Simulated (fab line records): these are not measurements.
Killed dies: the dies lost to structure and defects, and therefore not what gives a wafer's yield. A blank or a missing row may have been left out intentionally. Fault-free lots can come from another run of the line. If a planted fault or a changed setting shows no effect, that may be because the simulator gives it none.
fab line records	flow sky130
record: lots: 24	wafers: 72	last_day: 50
route steps=708 shown VT_ADJUST_NCORE@129 SONOS_ONO@171 LDD_HVN@274 SD_N@356
lots that met no fault: taken from a fault-free run of the same line
start_h: the number of hours between the record's first day and the start of the first shown wafer of the lot	wait_h: hours from the lot's prior step to this one	" same as the row above	L1.1+2: one row covering several wafers at once	- no value present, or no start provided	* or withheld: withheld	< > ~ a bound
route shown NAME@n: names a module that has steps shown in the file, with the first one's number in the route	usual: the fault-free wafers' mean and standard deviation	same: alike in all rows	chamber/n: place in a boat	sites: each site's reading	_std_site: their standard deviation	_edge_site: the outer-site mean with the inner-site mean subtracted	radius_mm: how far each site lies from the wafer's centre	mask NAME#n: copy n	behind: the tool/chamber that last shaped the wafer	hold: cause of the lot's hold/its duration in hours/its outcome	device: the transistor (n, p or np) that didn't switch	end of line: tests of these same wafers at the route's end	for a step that has no rows: nothing shown but its recipe	killed: at the first sort, the dies lost to defects and structure; wafer yield is something else	map: per-die view of a wafer (x killed, . not killed, _ where there is no die)
set.NAME: the run value of the setting; set.NAME@STEP: its run value at that earlier step	model.NAME: the simulator's own value behind a step, which no gauge read
steps of the route over a sample of lots; a table a step, a row a wafer
services: the hour from which a tool's chamber was out of use, counted from the record's first day as start_h (under 0 if before that day), plus the number of hours and why
== steps ==
step: SKY_VT_ADJUST_NCORE_STRIP_10
recipe: chemistry: O2/N2	power_w: 1400	pressure_mtorr: 1500	platen_temp_c: withheld	o2_flow_sccm: 3000	n2_flow_sccm: 300	overash_fraction: 0.5
usual: drypump_motor_current_A: 5.8/0.54	o2_flow_sccm: 3000/9.4	oes_product_au: 0.716/0.0045	strip_time_to_endpoint_s: 14.20/0.041
lot.wafer	tool	chamber	start_h	wait_h	drypump_motor_current_A	o2_flow_sccm	oes_product_au	rf_hours_counter_h	strip_time_to_endpoint_s
L074.1	plasma_asher-02	1	182.74	0.1	5.8	2984	0.715	37	14.18
L074.3	"	1	"	"	5.8	3009	0.723	-	14.19
L074.4	"	0	"	"	5.7	3006	0.719	-	14.15
L075.4	plasma_asher-01	1	188.77	0.1	6.2	2986	0.716	-	14.19
L075.5	"	0	"	"	4.8	2999	0.709	-	14.16
L075.6	"	1	"	"	6.3	2996	0.720	-	14.25
L076.3	plasma_asher-02	1	200.36	0.1	5.8	3000	0.719	-	14.20
L076.5	"	0	"	"	5.6	2998	0.720	-	14.18
L076.6	"	1	"	"	5.8	3002	0.721	-	14.21
L077.1	plasma_asher-02	1	201.99	0.1	5.7	2986	0.714	39	14.20
L077.5	"	0	"	"	5.6	3008	0.714	-	14.26
L077.6	"	1	"	"	5.8	2991	0.720	-	14.25
L078.2	plasma_asher-02	1	211.89	0.1	5.8	3011	0.714	40	14.19
L078.3	"	1	"	"	5.8	3008	0.710	-	14.25
L078.5	"	1	"	"	5.8	2991	0.714	-	14.21
L079.1	plasma_asher-01	1	216.02	0.1	6.2	2993	0.714	54	14.22
L079.2	"	0	"	"	4.8	2995	0.713	54	14.24
L079.6	"	0	"	"	4.8	3012	0.717	-	14.17
L080.1	plasma_asher-01	0	222.09	0.1	4.8	2980	0.713	55	14.14
L080.3	"	1	"	"	6.2	2997	0.715	-	14.12
L080.4	"	0	"	"	4.8	2982	0.720	-	14.10
L081.1	plasma_asher-02	1	230.84	0.1	5.8	3002	0.720	42	14.23
L081.3	"	0	"	"	5.6	3002	0.713	-	14.20
L081.4	"	1	"	"	5.8	3003	0.718	-	14.22
L082.3	plasma_asher-02	0	241.23	0.1	5.6	3005	0.720	-	14.18
L082.5	"	0	"	"	5.6	2986	0.723	-	14.16
L082.6	"	1	"	"	5.7	2992	0.708	-	14.16
L083.2	plasma_asher-01	0	258.04	0.1	4.8	2993	0.712	58	14.21
L083.3	"	0	"	"	4.8	2994	0.710	-	14.23
L083.4	"	1	"	"	6.2	3000	0.713	-	14.14
L085.2	plasma_asher-02	0	259.59	0.1	5.6	3017	0.715	44	14.27
L085.3	"	1	"	"	5.8	2999	0.710	-	14.25
L085.4	"	0	"	"	5.6	3020	0.714	-	14.28
L084.2	plasma_asher-04	0	261.54	0.1	6.4	3022	0.720	55	14.15
L084.4	"	0	"	"	6.5	3011	0.713	-	14.17
L084.5	"	1	"	"	6.2	2984	0.715	-	14.20
L086.2	plasma_asher-04	0	262.07	0.1	6.5	3008	0.714	55	14.21
L086.4	"	1	"	"	6.2	2998	0.712	-	14.26
L086.5	"	1	"	"	6.2	2992	0.712	-	14.19
L087.1	plasma_asher-02	1	277.34	0.1	5.8	2991	0.715	46	14.18
L087.3	"	0	"	"	5.6	3006	0.713	-	14.15
L087.5	"	0	"	"	5.6	3018	0.706	-	14.21
L088.3	plasma_asher-02	1	284.63	0.1	5.8	3000	0.718	-	14.18
L088.4	"	0	"	"	5.6	2991	0.721	-	14.21
L088.5	"	0	"	"	5.6	2991	0.720	-	14.16
L089.1	plasma_asher-01	1	285.14	0.1	6.2	3000	0.720	61	14.21
L089.2	"	0	"	"	4.8	3014	0.715	61	14.21
L089.4	"	0	"	"	4.8	2999	0.710	-	14.23
L090.2	plasma_asher-02	0	292.67	0.1	5.6	3001	0.710	48	14.21
L090.3	"	0	"	"	5.6	3008	0.723	-	14.23
L090.6	"	1	"	"	5.8	2998	0.713	-	14.18
L091.1	plasma_asher-01	0	309.44	0.1	4.8	2990	0.712	63	14.13
L091.4	"	0	"	"	4.8	2992	0.713	-	14.16
L091.5	"	1	"	"	6.2	3006	0.715	-	14.14
L092.3	plasma_asher-04	0	310.30	0.1	6.5	2988	0.716	-	14.26
L092.4	"	1	"	"	6.2	2993	0.715	-	14.21
L092.5	"	1	"	"	6.2	3013	0.714	-	14.25
L093.1	plasma_asher-01	1	315.08	0.1	6.2	3003	0.720	64	14.16
L093.2	"	0	"	"	4.8	2993	0.716	64	14.11
L093.5	"	1	"	"	6.2	2996	0.711	-	14.15
L094.1	plasma_asher-01	0	323.29	0.1	4.8	2999	0.711	65	14.18
L094.5	"	0	"	"	4.8	2997	0.713	-	14.16
L094.6	"	1	"	"	6.3	3009	0.715	-	14.20
L095.1	plasma_asher-04	0	329.59	0.1	6.4	3000	0.714	62	14.22
L095.3	"	0	"	"	6.5	2998	0.716	-	14.22
L095.4	"	1	"	"	6.2	2992	0.713	-	14.20
L096.1	plasma_asher-04	1	341.29	0.1	6.2	3006	0.719	64	14.18
L096.2	"	0	"	"	6.4	3001	0.710	64	14.22
L096.5	"	0	"	"	6.5	3000	0.721	-	14.15
L097.2	plasma_asher-01	1	346.62	0.1	6.2	2997	0.718	67	14.26
L097.4	"	1	"	"	6.2	2999	0.720	-	14.27
L097.6	"	0	"	"	4.8	3009	0.728	-	14.25
step: SKY_SONOS_ONO_THK_MEAS_03
recipe: reads: Si3N4_of_SONOS_ONO_CVD_02
usual: SONOS_ONO_CVD_02_THK: 10.59/0.12
lot.wafer	tool	chamber	start_h	wait_h	SONOS_ONO_CVD_02_THK[nm]
L074.1	film_metro-04	-	252.14	0.0	10.51
L074.3	"	-	"	"	10.68
L074.4	"	-	"	"	10.63
L075.4	film_metro-04	-	261.03	0.0	10.63
L075.5	"	-	"	"	10.60
L075.6	"	-	"	"	10.64
L077.1	film_metro-01	-	274.82	0.0	10.74
L077.5	"	-	"	"	10.77
L077.6	"	-	"	"	10.54
L076.3	film_metro-04	-	274.84	0.0	10.64
L076.5	"	-	"	"	10.70
L076.6	"	-	"	"	10.56
L078.2	film_metro-02	-	284.94	0.0	10.65
L078.3	"	-	"	"	10.61
L078.5	"	-	"	"	10.54
L079.1	film_metro-02	-	291.92	0.0	10.50
L079.2	"	-	"	"	10.54
L079.6	"	-	"	"	10.67
L080.1	film_metro-01	-	296.16	0.0	10.59
L080.3	"	-	"	"	10.44
L080.4	"	-	"	"	10.41
L081.1	film_metro-02	-	309.68	0.0	10.62
L081.3	"	-	"	"	10.68
L081.4	"	-	"	"	10.70
L082.3	film_metro-04	-	321.37	0.0	10.58
L082.5	"	-	"	"	10.59
L082.6	"	-	"	"	10.55
L083.2	film_metro-02	-	337.15	0.0	10.53
L083.3	"	-	"	"	10.45
L083.4	"	-	"	"	10.39
L085.2	film_metro-02	-	339.55	0.0	10.44
L085.3	"	-	"	"	10.58
L085.4	"	-	"	"	10.49
L084.2	film_metro-04	-	342.39	0.0	10.70
L084.4	"	-	"	"	10.71
L084.5	"	-	"	"	10.67
L086.2	film_metro-04	-	343.44	0.0	10.55
L086.4	"	-	"	"	10.63
L086.5	"	-	"	"	10.62
L087.1	film_metro-04	-	359.97	0.0	10.45
L087.3	"	-	"	"	10.56
L087.5	"	-	"	"	10.60
L088.3	film_metro-01	-	369.49	0.0	10.68
L088.4	"	-	"	"	10.72
L088.5	"	-	"	"	10.65
L089.1	film_metro-04	-	385.12	0.0	10.51
L089.2	"	-	"	"	10.41
L089.4	"	-	"	"	10.51
L090.2	film_metro-02	-	385.13	0.0	10.40
L090.3	"	-	"	"	10.34
L090.6	"	-	"	"	10.25
L091.1	film_metro-04	-	397.65	0.0	10.70
L091.4	"	-	"	"	10.88
L091.5	"	-	"	"	10.73
L092.3	film_metro-01	-	400.51	0.0	10.72
L092.4	"	-	"	"	10.78
L092.5	"	-	"	"	10.76
L093.1	film_metro-04	-	402.74	0.0	10.66
L093.2	"	-	"	"	10.75
L093.5	"	-	"	"	10.72
L094.1	film_metro-02	-	411.22	0.0	10.37
L094.5	"	-	"	"	10.51
L094.6	"	-	"	"	10.42
L095.1	film_metro-01	-	415.96	0.0	10.61
L095.3	"	-	"	"	10.64
L095.4	"	-	"	"	10.60
L096.1	film_metro-02	-	429.98	0.0	10.54
L096.2	"	-	"	"	10.44
L096.5	"	-	"	"	10.67
L097.2	film_metro-04	-	439.20	0.0	10.72
L097.4	"	-	"	"	10.68
L097.6	"	-	"	"	10.63
step: SKY_SONOS_ONO_CD_MEAS_13
recipe: target_cd_nm: 410
usual: cd_nm: 409.3/2.2
lot.wafer	tool	chamber	start_h	wait_h	cd_nm
L074.1	cd_sem-01	-	278.63	0.1	413.8
L074.3	"	-	"	"	411.8
L074.4	"	-	"	"	411.4
L075.4	cd_sem-02	-	286.59	0.1	408.1
L075.5	"	-	"	"	406.4
L075.6	"	-	"	"	405.4
L076.3	cd_sem-01	-	300.62	0.1	409.2
L076.5	"	-	"	"	407.9
L076.6	"	-	"	"	406.6
L077.1	cd_sem-02	-	304.48	0.1	407.9
L077.5	"	-	"	"	409.7
L077.6	"	-	"	"	408.3
L078.2	cd_sem-02	-	311.88	0.1	407.7
L078.3	"	-	"	"	410.2
L078.5	"	-	"	"	410.4
L079.1	cd_sem-02	-	318.21	0.1	411.2
L079.2	"	-	"	"	413.4
L079.6	"	-	"	"	413.1
L080.1	cd_sem-02	-	322.79	0.1	407.6
L080.3	"	-	"	"	409.6
L080.4	"	-	"	"	409.4
L081.1	cd_sem-02	-	337.59	0.1	410.6
L081.3	"	-	"	"	411.1
L081.4	"	-	"	"	411.6
L082.3	cd_sem-01	-	349.52	0.1	405.3
L082.5	"	-	"	"	407.7
L082.6	"	-	"	"	405.7
L083.2	cd_sem-01	-	365.83	0.1	408.9
L083.3	"	-	"	"	408.4
L083.4	"	-	"	"	407.7
L085.2	cd_sem-02	-	368.20	0.1	410.1
L085.3	"	-	"	"	410.4
L085.4	"	-	"	"	409.3
L084.2	cd_sem-01	-	371.26	0.1	410.3
L084.4	"	-	"	"	409.6
L084.5	"	-	"	"	407.2
L086.2	cd_sem-02	-	372.75	0.1	407.4
L086.4	"	-	"	"	407.5
L086.5	"	-	"	"	409.6
L087.1	cd_sem-01	-	388.79	0.1	413.5
L087.3	"	-	"	"	414.0
L087.5	"	-	"	"	413.0
L088.3	cd_sem-01	-	398.12	0.1	408.9
L088.4	"	-	"	"	406.3
L088.5	"	-	"	"	409.0
L089.1	cd_sem-01	-	414.29	0.1	410.2
L089.2	"	-	"	"	412.2
L089.4	"	-	"	"	411.3
L090.2	cd_sem-01	-	415.08	0.1	411.3
L090.3	"	-	"	"	411.2
L090.6	"	-	"	"	411.3
L091.1	cd_sem-02	-	428.98	0.1	407.2
L091.4	"	-	"	"	406.1
L091.5	"	-	"	"	408.5
L092.3	cd_sem-01	-	431.70	0.1	409.0
L092.4	"	-	"	"	409.2
L092.5	"	-	"	"	409.1
L093.1	cd_sem-02	-	434.19	0.1	410.6
L093.2	"	-	"	"	413.3
L093.5	"	-	"	"	411.5
L094.1	cd_sem-02	-	443.34	0.1	408.7
L094.5	"	-	"	"	406.5
L094.6	"	-	"	"	407.8
L095.1	cd_sem-01	-	448.04	0.1	407.4
L095.3	"	-	"	"	407.7
L095.4	"	-	"	"	408.0
L096.1	cd_sem-02	-	462.46	0.1	407.3
L096.2	"	-	"	"	409.5
L096.5	"	-	"	"	409.9
L097.2	cd_sem-02	-	470.81	0.1	409.4
L097.4	"	-	"	"	408.8
L097.6	"	-	"	"	407.7
step: SKY_SONOS_ONO_STRIP_17
recipe: chemistry: O2/N2	power_w: 1400	pressure_mtorr: 1500	platen_temp_c: withheld	o2_flow_sccm: 3000	n2_flow_sccm: 300	overash_fraction: 0.5
usual: drypump_motor_current_A: 6.0/0.35	o2_flow_sccm: 3002/9.8	oes_product_au: 0.710/0.0046	strip_time_to_endpoint_s: 14.10/0.037
lot.wafer	tool	chamber	start_h	wait_h	drypump_motor_current_A	o2_flow_sccm	oes_product_au	rf_hours_counter_h	strip_time_to_endpoint_s
L074.1	plasma_asher-02	1	278.90	0.0	5.8	3007	0.709	46	14.09
L074.3	"	1	"	"	5.8	3014	0.706	-	14.07
L074.4	"	0	"	"	5.6	3024	0.711	-	14.07
L075.4	plasma_asher-04	1	286.83	0.0	6.2	3019	0.703	-	14.08
L075.5	"	1	"	"	6.2	3030	0.707	-	14.08
L075.6	"	0	"	"	6.5	2998	0.715	-	14.05
L076.3	plasma_asher-02	0	300.88	0.0	5.6	3004	0.709	-	14.14
L076.5	"	0	"	"	5.6	3000	0.714	-	14.05
L076.6	"	1	"	"	5.8	3006	0.706	-	14.14
L077.1	plasma_asher-04	0	304.74	0.0	6.4	3004	0.697	59	14.09
L077.5	"	1	"	"	6.2	3000	0.706	-	14.10
L077.6	"	0	"	"	6.4	3014	0.703	-	14.10
L078.2	plasma_asher-04	0	312.13	0.0	6.5	2997	0.712	60	14.10
L078.3	"	1	"	"	6.2	3016	0.713	-	14.07
L078.5	"	0	"	"	6.5	3000	0.710	-	14.09
L079.1	plasma_asher-04	0	318.48	0.0	6.5	3006	0.711	61	14.07
L079.2	"	1	"	"	6.2	2991	0.714	61	14.06
L079.6	"	0	"	"	6.4	3004	0.717	-	14.10
L080.1	plasma_asher-04	0	323.14	0.0	6.5	3012	0.704	62	14.09
L080.3	"	1	"	"	6.2	3006	0.705	-	14.11
L080.4	"	0	"	"	6.5	3005	0.714	-	14.09
L081.1	plasma_asher-04	1	337.86	0.0	6.2	2994	0.707	63	14.08
L081.3	"	1	"	"	6.2	2985	0.711	-	14.10
L081.4	"	0	"	"	6.5	3012	0.720	-	14.13
L082.3	plasma_asher-02	1	349.78	0.0	5.8	3005	0.706	-	14.14
L082.5	"	0	"	"	5.6	2993	0.715	-	14.13
L082.6	"	1	"	"	5.8	2991	0.711	-	14.08
L083.2	plasma_asher-04	1	366.08	0.0	6.2	2997	0.712	66	14.09
L083.3	"	0	"	"	6.5	2999	0.719	-	14.03
L083.4	"	1	"	"	6.2	3013	0.708	-	14.09
L085.2	plasma_asher-02	1	368.44	0.0	5.8	3003	0.717	52	14.10
L085.3	"	1	"	"	5.8	2997	0.709	-	14.08
L085.4	"	0	"	"	5.6	3013	0.708	-	14.09
L084.2	plasma_asher-03	0	371.50	0.0	5.7	3010	0.712	26	14.02
L084.4	"	1	"	"	5.5	3014	0.705	-	14.05
L084.5	"	0	"	"	5.7	3010	0.709	-	14.07
L086.2	plasma_asher-02	0	372.99	0.0	5.7	2995	0.712	52	14.04
L086.4	"	1	"	"	5.8	3008	0.711	-	14.08
L086.5	"	0	"	"	5.7	3006	0.707	-	14.04
L087.1	plasma_asher-02	0	389.06	0.0	5.6	3002	0.710	54	14.16
L087.3	"	1	"	"	5.7	2988	0.707	-	14.13
L087.5	"	1	"	"	5.8	2995	0.713	-	14.11
L088.3	plasma_asher-04	1	398.39	0.0	6.2	3011	0.715	-	14.05
L088.4	"	0	"	"	6.5	3002	0.714	-	14.05
L088.5	"	1	"	"	6.2	2997	0.706	-	14.06
L089.1	plasma_asher-04	1	414.55	0.0	6.2	3005	0.708	71	14.06
L089.2	"	0	"	"	6.5	2996	0.712	71	14.15
L089.4	"	1	"	"	6.2	2999	0.703	-	14.09
L090.2	plasma_asher-04	0	415.33	0.0	6.5	3005	0.698	71	14.12
L090.3	"	1	"	"	6.2	2997	0.716	-	14.12
L090.6	"	1	"	"	6.2	2999	0.712	-	14.14
L091.1	plasma_asher-03	1	429.24	0.0	5.5	2994	0.711	32	14.13
L091.4	"	0	"	"	5.8	2988	0.704	-	14.05
L091.5	"	0	"	"	5.8	3003	0.710	-	14.06
L092.3	plasma_asher-03	0	431.96	0.0	5.7	3014	0.714	-	14.13
L092.4	"	1	"	"	5.5	2991	0.709	-	14.16
L092.5	"	0	"	"	5.7	3006	0.706	-	14.13
L093.1	plasma_asher-03	1	434.45	0.0	5.5	2993	0.711	33	14.07
L093.2	"	0	"	"	5.8	3008	0.713	33	14.18
L093.5	"	0	"	"	5.7	2988	0.719	-	14.10
L094.1	plasma_asher-04	0	443.60	0.0	6.4	3006	0.718	1	14.16
L094.5	"	1	"	"	6.2	3020	0.717	-	14.15
L094.6	"	0	"	"	6.5	2985	0.715	-	14.10
L095.1	plasma_asher-04	1	448.30	0.0	6.2	3004	0.708	2	14.12
L095.3	"	0	"	"	6.5	2996	0.706	-	14.16
L095.4	"	1	"	"	6.2	3001	0.710	-	14.09
L096.1	plasma_asher-02	0	462.73	0.0	5.6	3024	0.716	60	14.19
L096.2	"	1	"	"	5.8	2998	0.716	60	14.19
L096.5	"	0	"	"	5.6	3019	0.715	-	14.19
L097.2	plasma_asher-02	1	471.15	0.0	5.7	3016	0.708	61	14.10
L097.4	"	1	"	"	5.8	2990	0.713	-	14.16
L097.6	"	1	"	"	5.7	3012	0.705	-	14.16
step: SKY_LDD_HVN_OVL_MEAS_07
usual: LDD_HVN_OVL: -1.5/1.1
lot.wafer	tool	chamber	start_h	wait_h	LDD_HVN_OVL[nm]
L074.1	overlay-01	-	460.88	0.1	-1.1
L074.3	"	-	"	"	-1.5
L074.4	"	-	"	"	-4.1
L075.4	overlay-02	-	466.92	0.1	-2.3
L075.5	"	-	"	"	-1.4
L075.6	"	-	"	"	-3.0
L076.3	overlay-02	-	483.77	0.1	-1.8
L076.5	"	-	"	"	-1.4
L076.6	"	-	"	"	-2.4
L077.1	overlay-02	-	489.71	0.1	-2.1
L077.5	"	-	"	"	-0.1
L077.6	"	-	"	"	-1.6
L078.2	overlay-02	-	513.64	0.1	-2.1
L078.3	"	-	"	"	-1.3
L078.5	"	-	"	"	-3.1
L079.1	overlay-01	-	513.66	0.1	-1.1
L079.2	"	-	"	"	-1.4
L079.6	"	-	"	"	-0.5
L080.1	overlay-02	-	521.48	0.1	-1.3
L080.3	"	-	"	"	-2.2
L080.4	"	-	"	"	-1.8
L081.1	overlay-02	-	529.45	0.1	-0.6
L081.3	"	-	"	"	-1.7
L081.4	"	-	"	"	-1.8
L082.3	overlay-02	-	540.87	0.1	-2.0
L082.5	"	-	"	"	-3.3
L082.6	"	-	"	"	-2.2
L083.2	overlay-02	-	556.22	0.1	-1.8
L083.3	"	-	"	"	1.9
L083.4	"	-	"	"	0.3
L085.2	overlay-01	-	561.15	0.1	-0.2
L085.3	"	-	"	"	0.7
L085.4	"	-	"	"	-1.6
L084.2	overlay-01	-	563.00	0.1	-0.9
L084.4	"	-	"	"	-2.9
L084.5	"	-	"	"	-2.0
L086.2	overlay-02	-	566.09	0.1	-1.7
L086.4	"	-	"	"	-2.0
L086.5	"	-	"	"	-2.0
L087.1	overlay-01	-	580.93	0.1	-2.8
L087.3	"	-	"	"	-2.7
L087.5	"	-	"	"	-1.6
L088.3	overlay-02	-	590.56	0.1	-1.7
L088.4	"	-	"	"	-2.6
L088.5	"	-	"	"	-1.2
L089.1	overlay-01	-	603.70	0.1	-3.1
L089.2	"	-	"	"	-3.1
L089.4	"	-	"	"	-2.4
L090.2	overlay-01	-	606.92	0.1	-1.2
L090.3	"	-	"	"	-1.0
L090.6	"	-	"	"	-2.7
L091.1	overlay-01	-	615.35	0.1	0.3
L091.4	"	-	"	"	-0.3
L091.5	"	-	"	"	-0.6
L092.3	overlay-02	-	622.57	0.1	-0.8
L092.4	"	-	"	"	-1.2
L092.5	"	-	"	"	-0.9
L093.1	overlay-02	-	625.86	0.1	-2.8
L093.2	"	-	"	"	-1.7
L093.5	"	-	"	"	-0.8
L094.1	overlay-01	-	631.18	0.1	-2.8
L094.5	"	-	"	"	-4.0
L094.6	"	-	"	"	-4.0
L095.1	overlay-02	-	635.91	0.1	-1.6
L095.3	"	-	"	"	0.2
L095.4	"	-	"	"	-2.3
L096.1	overlay-01	-	650.10	0.1	-0.1
L096.2	"	-	"	"	-0.9
L096.5	"	-	"	"	-0.3
L097.2	overlay-02	-	665.92	0.1	-0.5
L097.4	"	-	"	"	-3.5
L097.6	"	-	"	"	-2.9
step: SKY_SD_N_RTA_14
recipe: temp_c: 1075	time_s: 2	idle_temp_c: 650	ramp_up_c_per_s: 150	ramp_down_c_per_s: 90	ambient: N2
usual: lamp_power_pct: 15.74/0.051	ramp_down_c_per_s: 90.000/0.016	wafer_temp_C_max: 1078.2/1.4
lot.wafer	tool	chamber	start_h	wait_h	lamp_power_pct	ramp_down_c_per_s	wafer_temp_C_max
L074.1	rtp_anneal-02	0	642.50	0.0	15.74	89.998	1080.6
L074.3	"	0	"	"	15.81	90.007	1078.5
L074.4	"	0	"	"	15.69	89.998	1077.8
L075.4	rtp_anneal-01	0	647.13	0.0	15.73	89.987	1078.3
L075.5	"	0	"	"	15.68	89.989	1078.8
L075.6	"	0	"	"	15.75	89.985	1079.2
L076.3	rtp_anneal-02	0	665.27	0.0	15.82	90.001	1080.7
L076.5	"	0	"	"	15.70	89.996	1077.2
L076.6	"	0	"	"	15.75	89.973	1078.6
L077.1	rtp_anneal-01	0	668.35	0.0	15.80	89.998	1078.4
L077.5	"	0	"	"	15.73	89.972	1080.7
L077.6	"	0	"	"	15.72	89.992	1076.2
L078.2	rtp_anneal-02	0	691.79	0.0	15.76	90.007	1078.8
L078.3	"	0	"	"	15.73	90.000	1077.3
L078.5	"	0	"	"	15.80	90.000	1079.5
L079.1	rtp_anneal-01	0	694.30	0.0	15.67	90.002	1079.2
L079.2	"	0	"	"	15.74	90.007	1081.3
L079.6	"	0	"	"	15.78	90.035	1078.1
L080.1	rtp_anneal-02	0	697.93	0.0	15.71	90.000	1077.9
L080.3	"	0	"	"	15.72	90.027	1077.2
L080.4	"	0	"	"	15.68	89.994	1078.1
L081.1	rtp_anneal-01	0	705.00	0.0	15.78	89.980	1078.2
L081.3	"	0	"	"	15.73	90.023	1076.8
L081.4	"	0	"	"	15.67	90.016	1079.4
L082.3	rtp_anneal-02	0	719.79	0.0	15.77	90.016	1082.6
L082.5	"	0	"	"	15.65	89.984	1078.3
L082.6	"	0	"	"	15.78	90.011	1077.4
L083.2	rtp_anneal-01	0	730.60	0.0	15.72	90.024	1079.1
L083.3	"	0	"	"	15.68	90.010	1076.7
L083.4	"	0	"	"	15.66	90.000	1078.7
L085.2	rtp_anneal-02	0	738.55	0.0	15.73	90.010	1076.0
L085.3	"	0	"	"	15.71	90.017	1076.2
L085.4	"	0	"	"	15.70	89.986	1078.1
L084.2	rtp_anneal-01	0	740.05	0.0	15.73	90.018	1078.8
L084.4	"	0	"	"	15.71	89.986	1077.7
L084.5	"	0	"	"	15.70	90.012	1076.6
L086.2	rtp_anneal-02	0	741.80	0.0	15.68	90.028	1080.1
L086.4	"	0	"	"	15.81	90.011	1077.6
L086.5	"	0	"	"	15.71	89.996	1077.6
L087.1	rtp_anneal-01	0	757.48	0.0	15.79	90.005	1076.6
L087.3	"	0	"	"	15.81	89.993	1079.0
L087.5	"	0	"	"	15.75	90.007	1080.4
L088.3	rtp_anneal-02	0	764.82	0.0	15.70	89.979	1075.8
L088.4	"	0	"	"	15.74	90.029	1077.8
L088.5	"	0	"	"	15.86	90.015	1076.8
L089.1	rtp_anneal-01	0	774.04	0.0	15.84	90.012	1076.4
L089.2	"	0	"	"	15.84	89.997	1076.5
L089.4	"	0	"	"	15.72	89.975	1078.1
L090.2	rtp_anneal-02	0	780.31	0.0	15.60	89.967	1079.7
L090.3	"	0	"	"	15.72	90.009	1078.6
L090.6	"	0	"	"	15.71	89.997	1078.4
L091.1	rtp_anneal-01	0	785.83	0.0	15.75	89.970	1078.7
L091.4	"	0	"	"	15.68	89.987	1078.2
L091.5	"	0	"	"	15.71	90.011	1077.2
L092.3	rtp_anneal-02	0	792.57	0.0	15.68	90.003	1080.1
L092.4	"	0	"	"	15.70	90.015	1076.7
L092.5	"	0	"	"	15.81	90.026	1079.5
L093.1	rtp_anneal-01	0	795.33	0.0	15.80	90.030	1077.2
L093.2	"	0	"	"	15.69	90.016	1076.5
L093.5	"	0	"	"	15.78	90.020	1078.7
L094.1	rtp_anneal-02	0	798.00	0.0	15.77	89.964	1078.1
L094.5	"	0	"	"	15.76	89.991	1076.4
L094.6	"	0	"	"	15.69	89.969	1076.6
L095.1	rtp_anneal-01	0	805.05	0.0	15.79	90.046	1076.8
L095.3	"	0	"	"	15.68	89.954	1077.2
L095.4	"	0	"	"	15.64	89.976	1079.4
L096.1	rtp_anneal-02	0	817.08	0.0	15.84	90.000	1078.8
L096.2	"	0	"	"	15.71	90.005	1079.3
L096.5	"	0	"	"	15.72	89.993	1078.3
L097.2	rtp_anneal-02	0	834.24	0.0	15.78	89.983	1078.8
L097.4	"	0	"	"	15.76	90.012	1079.1
L097.6	"	0	"	"	15.68	89.995	1076.5
== services ==
tool	chamber	start_h	hours	kind
plasma_asher-02	-	301.22	18.8	pm
plasma_asher-02	-	320.17	10.7	repair
plasma_asher-01	-	330.57	2.8	pm
plasma_asher-02	-	397.05	15.6	pm
plasma_asher-02	-	412.65	2.8	pm
plasma_asher-04	-	421.32	9.0	pm
plasma_asher-04	0	421.32	9.0	vent_cycle
plasma_asher-04	1	421.32	9.0	vent_cycle
plasma_asher-04	0	430.32	-	clean
plasma_asher-04	1	430.32	-	clean
plasma_asher-01	-	434.31	0.7	repair
plasma_asher-01	-	468.53	15.6	pm
plasma_asher-02	-	509.61	1.2	repair
plasma_asher-01	-	537.11	3.8	repair
rtp_anneal-01	-	588.19	3.8	pm
plasma_asher-01	-	631.24	1.1	repair
plasma_asher-04	-	729.52	6.2	repair
plasma_asher-04	-	731.12	1.5	repair
plasma_asher-01	-	733.75	9.0	pm
plasma_asher-04	-	759.80	0.3	repair
rtp_anneal-02	-	768.44	4.4	pm
plasma_asher-01	-	782.45	0.7	repair
plasma_asher-03	-	794.89	1.0	repair
plasma_asher-01	-	827.52	0.8	repair
== key ==
fault none
